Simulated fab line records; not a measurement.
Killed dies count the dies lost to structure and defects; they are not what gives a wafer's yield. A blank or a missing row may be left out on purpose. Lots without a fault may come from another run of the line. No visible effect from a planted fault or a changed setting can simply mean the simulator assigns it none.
fab line records	flow sky130
[record] lots = 5	wafers = 15	last_day = 50
route steps=708 shown CONTACT@412 PAD_OPEN@708
lots that met no fault: from a run of the same line without faults
start_h: start of the lot's first displayed wafer, in hours after the record's first day	wait_h: hours from the lot's prior step to this one	" same as the row above	L1.1+2: one row covering several wafers at once	- either no value or no given start	* or withheld: withheld	< > ~ a bound
route shown NAME@n: NAME is a module with steps in the file, n the number in the route of the first one	usual: the fault-free wafers' mean and standard deviation	same: alike in all rows	chamber/n: place in a boat	sites: the reading at each site	_std_site: their standard deviation	_edge_site: mean of outer sites minus mean of inner sites	radius_mm: how far each site lies from the wafer's centre	mask NAME#n: copy n	behind: the most recent tool/chamber to have shaped the wafer	hold: cause of the lot's hold/its duration in hours/its outcome	device: the transistor (n, p or np) that didn't switch	end of line: the route-end tests of the same wafers	where a step has no rows: the recipe by itself	killed: not the wafer's yield, but the dies lost to structure and defects at the first sort	map: the dies of a wafer, with x for killed, . for not killed, _ for no die there
set.NAME: the run value of the setting; set.NAME@STEP: its run value at that earlier step	model.NAME: the simulator's own value behind a step, which no gauge read
lots at some steps of the route; a table a step, a row a wafer
services: when a tool's chamber went out of use (start_h, in hours from the record's first day, below 0 if earlier), for how many hours, and the reason
[[steps]]
[step SKY_CONTACT_DEHYDRATE_06]
[recipe] temp_c = 200	time_s = 60
[step SKY_CONTACT_HMDS_07]
[recipe] prime_time_s = 60	prime_temp_c = 120
[step SKY_CONTACT_COAT_08]
[recipe] resist = BARC	temp_c = withheld	time_s = withheld	spin_rpm = 3000	resist_thk_nm = 60
[step SKY_CONTACT_COAT_09]
[recipe] resist = KrF-thick	spin_rpm = 3000	resist_thk_nm = 450
[step SKY_CONTACT_SOFTBAKE_10]
[recipe] temp_c = 100	time_s = 90	resist = KrF-thick
[step SKY_CONTACT_EXPOSE_11]
[recipe] mask_id = CTM1	na = 0.8	source_shape = annular	sigma_inner = 0.55	sigma_outer = 0.85	target_cd_nm = 170	dose_mj = 38
[step SKY_CONTACT_PEB_12]
[recipe] peb_temp_c = withheld	peb_time_s = withheld	resist = KrF-thick
[step SKY_CONTACT_DEVELOP_13]
[recipe] develop_time_s = 60	resist = KrF-thick	dev_temp_c = 21
[step SKY_CONTACT_CD_MEAS_14]
[recipe] target_cd_nm = 170
[usual] cd_nm = 169.4/1.4
lot.wafer	tool	chamber	start_h	wait_h	cd_nm
L520.2	cd_sem-02	-	795.58	-	169.7
L520.4	"	-	"	"	168.4
L520.5	"	-	"	"	169.3
L523.4	cd_sem-01	-	806.29	-	171.6
L523.5	"	-	"	"	171.1
L523.6	"	-	"	"	171.9
L529.1	cd_sem-02	-	855.41	-	166.2
L529.2	"	-	"	"	167.9
L529.5	"	-	"	"	167.2
L534.2	cd_sem-02	-	887.53	-	168.9
L534.3	"	-	"	"	169.8
L534.4	"	-	"	"	170.1
L538.2	cd_sem-01	-	913.98	-	170.5
L538.3	"	-	"	"	169.8
L538.5	"	-	"	"	168.9
[step SKY_CONTACT_OVL_MEAS_15]
[usual] CONTACT_OVL = 1/5.2
lot.wafer	tool	chamber	start_h	wait_h	CONTACT_OVL[nm]
L520.2	overlay-02	-	795.68	0.1	5
L520.4	"	-	"	"	5
L520.5	"	-	"	"	-3
L523.4	overlay-01	-	806.37	0.1	0
L523.5	"	-	"	"	-2
L523.6	"	-	"	"	1
L529.1	overlay-01	-	855.53	0.1	9
L529.2	"	-	"	"	-6
L529.5	"	-	"	"	8
L534.2	overlay-01	-	887.64	0.1	5
L534.3	"	-	"	"	3
L534.4	"	-	"	"	6
L538.2	overlay-02	-	914.09	0.1	-7
L538.3	"	-	"	"	-10
L538.5	"	-	"	"	-9
[step SKY_CONTACT_ETCH_16]
[recipe] chemistry = N2/H2	target = BARC	ion_energy_ev = 200	source_w = 500	bias_w = 100	pressure_mtorr = 30	n2_flow_sccm = 100	h2_flow_sccm = 200	stop_on = SiO2	time_s = 45.9	target_depth_a = 600
[usual] drypump_motor_current_A = 5.9/0.38	oes_product_au = 0.856/0.0046	throttle_valve_pct = 13.225/0.0088
lot.wafer	tool	chamber	start_h	wait_h	drypump_motor_current_A	oes_product_au	rf_hours_counter_h	throttle_valve_pct
L520.2	rie_diel-03	2	795.71	0.0	5.6	0.845	0	13.228
L520.4	"	3	"	"	6.3	0.850	5	13.232
L520.5	"	2	"	"	5.6	0.859	-	13.219
L523.4	rie_diel-03	2	806.39	0.0	5.6	0.863	1	13.229
L523.5	"	1	"	"	5.3	0.860	-	13.221
L523.6	"	2	"	"	5.7	0.855	-	13.241
L529.1	rie_diel-03	1	855.57	0.0	5.3	0.857	22	13.218
L529.2	"	0	"	"	5.8	0.845	3	13.220
L529.5	"	2	"	"	5.7	0.856	-	13.216
L534.2	rie_diel-02	3	887.67	0.0	6.0	0.858	12	13.204
L534.3	"	0	"	"	6.2	0.861	15	13.224
L534.4	"	1	"	"	5.6	0.857	5	13.234
L538.2	rie_diel-01	3	914.12	0.0	5.6	0.846	16	13.218
L538.3	"	1	"	"	5.5	0.851	11	13.228
L538.5	"	3	"	"	5.6	0.858	-	13.231
[step SKY_CONTACT_ETCH_17]
[recipe] target = SiO2	chemistry = C4F8/O2/Ar	stop_on = Si3N4	mask_material = KrF-thick	source_w = 1500	bias_w = 1200	pressure_mtorr = 40	c4f8_flow_sccm = withheld	O2_flow_sccm = 6	Ar_flow_sccm = 300	time_s = withheld	target_depth_a = 3400
[usual] oes_product_au = 0.892/0.0048
lot.wafer	tool	chamber	start_h	wait_h	oes_product_au
L520.2	rie_diel-03	2	795.76	0.0	0.887
L520.4	"	3	"	"	0.893
L520.5	"	2	"	"	0.889
L523.4	rie_diel-03	2	806.43	0.0	0.890
L523.5	"	1	"	"	0.889
L523.6	"	2	"	"	0.883
L529.1	rie_diel-03	1	855.61	0.0	0.891
L529.2	"	0	"	"	0.883
L529.5	"	2	"	"	0.901
L534.2	rie_diel-02	3	887.71	0.0	0.897
L534.3	"	0	"	"	0.890
L534.4	"	1	"	"	0.896
L538.2	rie_diel-01	3	914.16	0.0	0.896
L538.3	"	1	"	"	0.889
L538.5	"	3	"	"	0.894
[step SKY_CONTACT_ETCH_18]
[recipe] target = Si3N4	chemistry = CHF3/O2	stop_on = TiN	source_w = 600	bias_w = 200	pressure_mtorr = 40	chf3_flow_sccm = 50	O2_flow_sccm = 5	time_s = 39	target_depth_a = 750
[usual] drypump_motor_current_A = 5.9/0.38	oes_product_au = 0.851/0.0076	throttle_valve_pct = 8.793/0.0082
lot.wafer	tool	chamber	start_h	wait_h	drypump_motor_current_A	oes_product_au	rf_hours_counter_h	throttle_valve_pct	model.KrF-thick_of_CONTACT_COAT_09.thk_nm
L520.2	rie_diel-03	2	795	-	5.6	0.847	0	8.806	244.4
L520.4	"	3	"	"	6.3	0.851	5	8.800	244.2
L520.5	"	2	"	"	5.6	0.853	-	8.798	245.7
L523.4	rie_diel-03	2	806	-	5.6	0.854	1	8.784	243.9
L523.5	"	1	"	"	5.3	0.846	-	8.799	241.2
L523.6	"	2	"	"	5.6	0.846	-	8.801	244.5
L529.1	rie_diel-03	1	855	-	5.3	0.847	22	8.794	237.1
L529.2	"	0	"	"	5.8	0.842	3	8.790	263.1
L529.5	"	2	"	"	5.6	0.843	-	8.792	245.9
L534.2	rie_diel-02	3	887	-	5.9	0.863	12	8.786	241
L534.3	"	0	"	"	6.2	0.848	15	8.793	245.9
L534.4	"	1	"	"	5.5	0.853	5	8.799	241.7
L538.2	rie_diel-01	3	914	-	5.6	0.861	16	8.795	246.4
L538.3	"	1	"	"	5.5	0.865	11	8.799	239.7
L538.5	"	3	"	"	5.6	0.862	-	8.801	246.6
[step SKY_CONTACT_STRIP_19]
[recipe] chemistry = O2/N2	power_w = 1400	pressure_mtorr = 1500	platen_temp_c = withheld	o2_flow_sccm = 3000	n2_flow_sccm = 300	overash_fraction = 0.5
[usual] drypump_motor_current_A = 6.0/0.37	oes_product_au = 0.380/0.0046	strip_time_to_endpoint_s = 3.62/0.032
[same] overash_fraction = 0.5
lot.wafer	tool	chamber	start_h	wait_h	drypump_motor_current_A	oes_product_au	rf_hours_counter_h	strip_time_to_endpoint_s
L520.2	plasma_asher-04	1	795.85	-	6.0	0.381	38	3.62
L520.4	"	1	"	"	6.0	0.383	-	3.62
L520.5	"	0	"	"	6.4	0.379	-	3.66
L523.4	plasma_asher-03	1	806.55	-	6.1	0.372	-	3.62
L523.5	"	1	"	"	6.1	0.390	-	3.60
L523.6	"	0	"	"	6.0	0.380	-	3.63
L529.1	plasma_asher-01	1	855.70	-	6.4	0.379	99	3.54
L529.2	"	0	"	"	5.3	0.383	99	3.85
L529.5	"	1	"	"	6.3	0.377	-	3.66
L534.2	plasma_asher-03	1	887.80	-	6.1	0.380	14	3.60
L534.3	"	1	"	"	6.1	0.386	-	3.65
L534.4	"	0	"	"	6.1	0.383	-	3.61
L538.2	plasma_asher-03	1	914.25	-	6.1	0.382	17	3.66
L538.3	"	0	"	"	6.1	0.376	-	3.59
L538.5	"	0	"	"	6.1	0.381	-	3.65
[step SKY_CONTACT_STRIP_20]
[recipe] chemistry = post_etch_residue_remover	time_s = 1200	temp_c = 72.5
[step SKY_PAD_OPEN_PROBE_99]
[usual] killed_at_M0_to_M3 = 43/6.8	killed_at_M4_up = 3.2/2	killed_at_contacts = 24/5.3	killed_at_front_end = 16/4.4	killed_at_other = 0.3/0.54	killed_dies = 86/9.4	killed_on_rim = 16/3.8	killed_open = 48/6.6	killed_short = 38/6.5
[same] gross_dies = 492	killed_at_back_side = 0
lot.wafer	tool	chamber	start_h	wait_h	hold	killed_at_M0_to_M3	killed_at_M4_up	killed_at_contacts	killed_at_front_end	killed_at_other	killed_dies	killed_on_rim	killed_open	killed_short
L520.2	prober-01	-	1131.64	0.1	-	49	3	33	12	2	99	21	57	39
L520.4	prober-01	-	1131.74	0.2	-	54	0	24	24	0	102	15	53	49
L520.5	prober-01	-	1131.79	0.2	-	35	1	30	32	0	98	16	52	44
L523.4	prober-01	-	1138.35	0.2	-	39	5	16	12	0	72	15	36	36
L523.5	prober-01	-	1138.40	0.2	-	39	5	17	18	0	79	18	44	35
L523.6	prober-01	-	1138.45	0.2	-	31	2	22	16	0	71	15	34	37
L529.1	prober-01	-	1173.38	0.1	await_dispo/5.3h/release	40	2	27	11	1	81	15	44	35
L529.2	prober-01	-	1173.43	0.1	await_dispo/5.3h/release	49	1	331	16	1	398	60	40	48
L529.5	prober-01	-	1173.58	0.2	await_dispo/5.3h/release	42	3	25	19	1	90	18	61	29
L534.2	prober-02	-	1192.16	0.1	-	39	2	37	6	0	84	15	47	37
L534.3	prober-02	-	1192.21	0.2	-	58	2	29	22	0	111	16	56	54
L534.4	prober-02	-	1192.26	0.2	-	39	1	25	14	0	79	13	39	40
L538.2	prober-02	-	1209.36	0.1	-	45	1	26	17	0	89	17	45	44
L538.3	prober-02	-	1209.41	0.2	-	37	5	25	18	0	85	12	45	40
L538.5	prober-02	-	1209.51	0.2	-	42	2	20	17	0	81	14	43	38
// killed by level:class
L520.2 VIA1:geometric_particle:open=15 LI_CONTACT:geometric_particle:open=13 CONTACT:geometric_particle:open=11 VIA1:geometric_particle:short=10 METAL1:geometric_particle:short=6 VIA2:geometric_particle:open=6 POLY_GATE:geometric_particle:short=5 CONTACT:geometric_particle:short=4
L520.4 VIA1:geometric_particle:open=16 CONTACT:geometric_particle:open=10 POLY_GATE:geometric_particle:short=6 VIA1:geometric_particle:short=6 VIA3:geometric_particle:short=6 FIELD_ISO:geometric_particle:short=5 POLY_GATE:geometric_particle:open=5 CONTACT:geometric_particle:short=5
L520.5 LI_CONTACT:geometric_particle:open=9 VIA1:geometric_particle:open=8 CONTACT:geometric_particle:open=8 METAL2:geometric_particle:short=7 FIELD_ISO:geometric_particle:short=6 VIA2:geometric_particle:open=6 POLY_GATE:geometric_particle:short=6 FIELD_ISO:geometric_particle:open=5
L523.4 VIA1:geometric_particle:open=11 METAL1:geometric_particle:short=7 CONTACT:geometric_particle:open=6 POLY_GATE:geometric_particle:open=4 CONTACT:geometric_particle:short=4 VIA1:geometric_particle:short=4 VIA3:geometric_particle:open=4 POLY_GATE:geometric_particle:short=3
L523.5 VIA1:geometric_particle:open=11 POLY_GATE:geometric_particle:open=6 VIA2:geometric_particle:short=6 METAL2:geometric_particle:short=6 CONTACT:geometric_particle:open=5 VIA3:geometric_particle:open=5 POLY_GATE:geometric_particle:short=4 CONTACT:geometric_particle:short=4
L523.6 POLY_GATE:geometric_particle:short=8 CONTACT:geometric_particle:open=8 LI_CONTACT:geometric_particle:open=7 VIA1:geometric_particle:open=6 METAL2:geometric_particle:short=5 VIA2:geometric_particle:short=4 VIA2:geometric_particle:open=4 METAL3:geometric_particle:short=4
L529.1 CONTACT:geometric_particle:open=13 VIA1:geometric_particle:open=8 VIA2:geometric_particle:open=7 METAL2:geometric_particle:short=7 FIELD_ISO:geometric_particle:short=6 CONTACT:geometric_particle:short=5 VIA3:geometric_particle:open=4 FIELD_ISO:geometric_particle:open=3
L529.2 CONTACT:area_etch=310 VIA1:geometric_particle:open=9 METAL2:geometric_particle:short=9 VIA1:geometric_particle:short=8 VIA3:geometric_particle:open=8 CONTACT:geometric_particle:open=6 METAL1:geometric_particle:short=6 CONTACT:geometric_particle:short=5
L529.5 CONTACT:geometric_particle:open=12 VIA3:geometric_particle:open=9 POLY_GATE:geometric_particle:open=8 FIELD_ISO:geometric_particle:open=7 VIA2:geometric_particle:open=7 LI_CONTACT:geometric_particle:open=5 METAL1:geometric_particle:short=4 VIA1:geometric_particle:open=4
L534.2 CONTACT:geometric_particle:open=12 LI_CONTACT:geometric_particle:open=8 LOCAL_INTERCONNECT:geometric_particle:short=7 VIA1:geometric_particle:open=6 VIA3:geometric_particle:open=6 VIA1:geometric_particle:short=5 VIA2:geometric_particle:short=5 LI_CONTACT:geometric_particle:short=4
L534.3 VIA1:geometric_particle:open=18 METAL1:geometric_particle:short=9 CONTACT:geometric_particle:open=9 LOCAL_INTERCONNECT:geometric_particle:short=7 FIELD_ISO:geometric_particle:open=6 VIA1:geometric_particle:short=6 POLY_GATE:geometric_particle:short=5 LI_CONTACT:geometric_particle:open=5
L534.4 CONTACT:geometric_particle:short=9 CONTACT:geometric_particle:open=6 VIA1:geometric_particle:short=6 VIA1:geometric_particle:open=6 VIA2:geometric_particle:open=6 FIELD_ISO:geometric_particle:short=5 LI_CONTACT:geometric_particle:open=5 VIA3:geometric_particle:open=5
L538.2 VIA1:geometric_particle:open=10 LI_CONTACT:geometric_particle:open=7 METAL2:geometric_particle:short=7 POLY_GATE:geometric_particle:open=6 CONTACT:geometric_particle:open=6 VIA3:geometric_particle:open=6 VIA1:geometric_particle:short=5 LI_CONTACT:geometric_particle:short=5
L538.3 VIA1:geometric_particle:open=10 LI_CONTACT:geometric_particle:open=8 CONTACT:geometric_particle:open=6 VIA3:geometric_particle:open=6 FIELD_ISO:geometric_particle:short=5 CONTACT:geometric_particle:short=5 POLY_GATE:geometric_particle:short=4 METAL1:geometric_particle:short=4
L538.5 VIA1:geometric_particle:open=10 CONTACT:geometric_particle:open=9 POLY_GATE:geometric_particle:open=8 VIA1:geometric_particle:short=8 METAL2:geometric_particle:short=7 LOCAL_INTERCONNECT:geometric_particle:short=6 VIA3:geometric_particle:open=5 POLY_GATE:geometric_particle:short=4
// map L529.2 (x killed, . not)
__________.....xxxxx_________
________.x..xxxxxxxxxx_______
______xx.x.xxxxx.xxxxx.x_____
_____xxxx.xxxxxxxxxxxx...____
____x.xxxxxxxxxxxxxxxx.xx.___
___x..xxxxxxxxxxxxxxxxx....__
__.x..xxxxxxxxxxxxxxxxxxx..._
_.x..xxxxxxxxxxxxxxxxx.x..x..
_x..x.xxxxxxxxxxxxxxxxxx....x
_..x.x.xx.xxxxxxxxxxxxxxxxx.x
_....xxxxxxxxxxxxxxxxxx.x.xxx
_x...x.xxxxxxxxx.x.xxxxxxxxx.
_x.xxxxxxxxxxxxxxx.xxxxxxxxx.
_xxxxxxxxxxxxxxx.x..xxxxxxxxx
_x...xxx.xxxxxx.xxxxxxxxxxxxx
__..xx.xxxxxxxxxxx.xx.xxxxxx_
___.x..xxxxxxxxxxxxxxxxxx.x__
____..x..xxxxxxxxxxxxxxxxx___
_____.xxxx.xxxxxxxxxxxxxx____
______x.x.xxxxxxxxxxxx.x_____
________xxxxxxxxxxxxxx_______
__________xxxxxxxxxx_________
// map L523.5 (x killed, . not)
__________........x._________
________x............x_______
______..xx............x._____
_____..x.........x...xx..____
____..x...xx...........x.x___
___............x....x......__
__..x..x........xx......xx.._
_x.x...xx....x.......x..x....
_....xx....x....x..........x.
_...x.....xx..........x.x....
_.xx....x..........x.........
_x....x...x..................
_.......x...x.x.x.........x..
_x...x............x.....x...x
_..x........x......x.........
__........xx...x.......x...x_
___............x...........__
____x...x.............x...___
_____....x.......x......x____
______.............x...._____
________.xx..x......x._______
__________x........x_________
[[services]]
tool	chamber	start_h	hours	kind
plasma_asher-01	-	774.00	2.9	repair
rie_diel-02	1	788.97	10.5	repair
rie_diel-02	2	790.79	3.5	repair
rie_diel-01	3	806.13	13.1	repair
plasma_asher-03	-	817.45	2.9	repair
rie_diel-01	3	830.65	5.8	repair
rie_diel-01	2	864.89	8.4	repair
rie_diel-01	3	872.91	1.2	repair
rie_diel-03	0	896.43	10.0	repair
rie_diel-01	-	900.33	1.5	repair
rie_diel-03	1	912.49	-	clean
rie_diel-03	1	912.49	29.7	scheduled_down
rie_diel-03	1	912.49	29.7	vent_cycle
[[key]]
[first_sign] step = SKY_CONTACT_STRIP_19	reading = strip_time_to_endpoint_s	direction = up	sigmas = 7.3	usual = *	struck = *
[effect] step = SKY_PAD_OPEN_PROBE_99	reading = killed_at_contacts	direction = up	sigmas = 58	usual = 24	struck = 331
[model_effect] step = SKY_CONTACT_ETCH_18	value = KrF-thick_of_CONTACT_COAT_09.thk_nm	without = 240.7	struck = 263.1
[more_kills_born_at] SKY_CONTACT_ETCH_18@rie_diel-03 = 310
met_at SKY_CONTACT_ETCH_18
struck_wafers L529.2
later_rows_left_out L529.2
tester_left_out L529
[fault] kind = process_parameter_drift	tool = rie_diel-03	chamber = 0	onset_h = 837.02	steps = SKY_CONTACT_ETCH_18	channel = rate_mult	offset = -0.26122	shape = step	end_h = 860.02
// tester_left_out: of these lots the tester's yield and bins aren't shown, on N5 and GAA mostly nor the transistor test; their killed dies are dies lost to structure and defects alone, not to doping, threshold or leakage, so they don't give the yield
// later_rows_left_out: the simulator's readings of these wafers behind a module that went badly wrong aren't trusted and aren't shown, but for the sort
